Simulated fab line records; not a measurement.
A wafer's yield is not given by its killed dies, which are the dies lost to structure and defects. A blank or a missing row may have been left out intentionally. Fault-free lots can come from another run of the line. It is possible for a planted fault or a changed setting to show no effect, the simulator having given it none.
Problem report, 8D (eight disciplines) form, completed by code | flow sky130 | the parts of the form that need people (team, actions taken, sign-off) are left out
Where a reading is given only as a bound, like >300, the bound stands for it, and a mean or a difference that rests on one is marked > or <: the true number lies beyond.

1. WHAT IS WRONG
CONTACT_W_RS at SKY_CONTACT_RS_MEAS_25 reads a mean of 58.068 ohm/sq on 6 wafers of 2 lots; wafers without a fault read 0.337 ohm/sq with a standard deviation of 0.0047. So: +99 or more standard deviations from the usual mean.
The step: measures by four-point-probe.
The first sign was on wafer L103.1 at day 34 23:28, on filmMetro-02. At this step, 33 wafers from 11 lots have a number in the record. Rule for "out" (also "out of limits"): further than 4 standard deviations from the usual mean. Any other wafer with a number is counted as sound.

2. WHAT THIS IS AND IS NOT
question                    | is                     | is not
which readings at this step | CONTACT_W_RS           | -
which lots                  | L103, L104             | L100, L105, L111, L112, L113, L114, L116, L993, L995
which wafers of those lots  | all that have a number | -
read on which gauges        | filmMetro-02           | filmMetro-01
when                        | from day 34 23:28      | up to then (9 sound wafers); but 18 sound wafers of L105, L111, L112, L113, L114, L116 came after

3. WHAT RULES OUT EACH SUSPECT
Counting: a tool stays on the suspect list if, at a process step up to the reading, it processed all lots that are out and no sound lot following the first of them.
- the gauge at SKY_CONTACT_RS_MEAS_25 has been ruled out. All the wafers that are out were read on filmMetro-02, but those of them that SKY_PAD_OPEN_PROBE_99 has rows for are out there too, on other tools.
- cvdW-01 at SKY_CONTACT_CVD_24 (deposits W, target thk 340 nm, time 102.12 s): ruled out as a lasting fault. Following L103 (day 34 23:22), the first lot on it that is out, the sound lots L105, L111, L112, L113, L114, L116 were run on it.
Left after counting: nothing in the record.

4. THE CAUSE (what the simulator had put in)
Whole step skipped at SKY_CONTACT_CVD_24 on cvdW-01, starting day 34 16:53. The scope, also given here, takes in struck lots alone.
It was ruled out by counting, in error; the rule expects a fault to strike all lots run on its tool from its start on, and this fault did not.

5. THE EFFECT CHAIN, in route order
Each row: a reading whose mean over the struck wafers that have a number lies more than 3 standard deviations from the usual. Scope: only readings with a usual standard deviation given in the record; hours: median across lots of the time from each lot's start at the first step in this table that gives one to its start at this step; sigmas: change in usual standard deviations.
hours | step                    | reading          | usual        | on struck wafers | change  | sigmas
0     | SKY_CONTACT_RS_MEAS_25  | CONTACT_W_RS     | 0.337 ohm/sq | 58.068           | +57.731 | +99 or more
0     | SKY_CONTACT_THK_MEAS_26 | CONTACT_W_THK    | 341 nm       | <0               | <-341   | <-59
319   | SKY_PAD_OPEN_PROBE_99   | killedAtContacts | 24           | 426              | +402    | +72
319   | SKY_PAD_OPEN_PROBE_99   | killedDies       | 86           | 492              | +406    | +41
319   | SKY_PAD_OPEN_PROBE_99   | killedOnRim      | 16           | 96               | +80     | +20
Here are the process steps it includes:
- SKY_PAD_OPEN_PROBE_99
Readings that are blank on the struck wafers while sound wafers have them: chamberPressureTorr at SKY_CONTACT_CVD_24; heaterPowerOuterW at SKY_CONTACT_CVD_24; heaterPowerW at SKY_CONTACT_CVD_24.

6. HOW IT WOULD HAVE BEEN CAUGHT EARLIER
In this record the first reading out of limits at a measuring or inspecting step was taken at day 34 23:28, 7 hours after the fault began at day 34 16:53.
At SKY_CONTACT_CVD_24 the tool's readings are blank on the struck wafers, where sound wafers have them: an empty tool record is the first sign, and it was there at once.
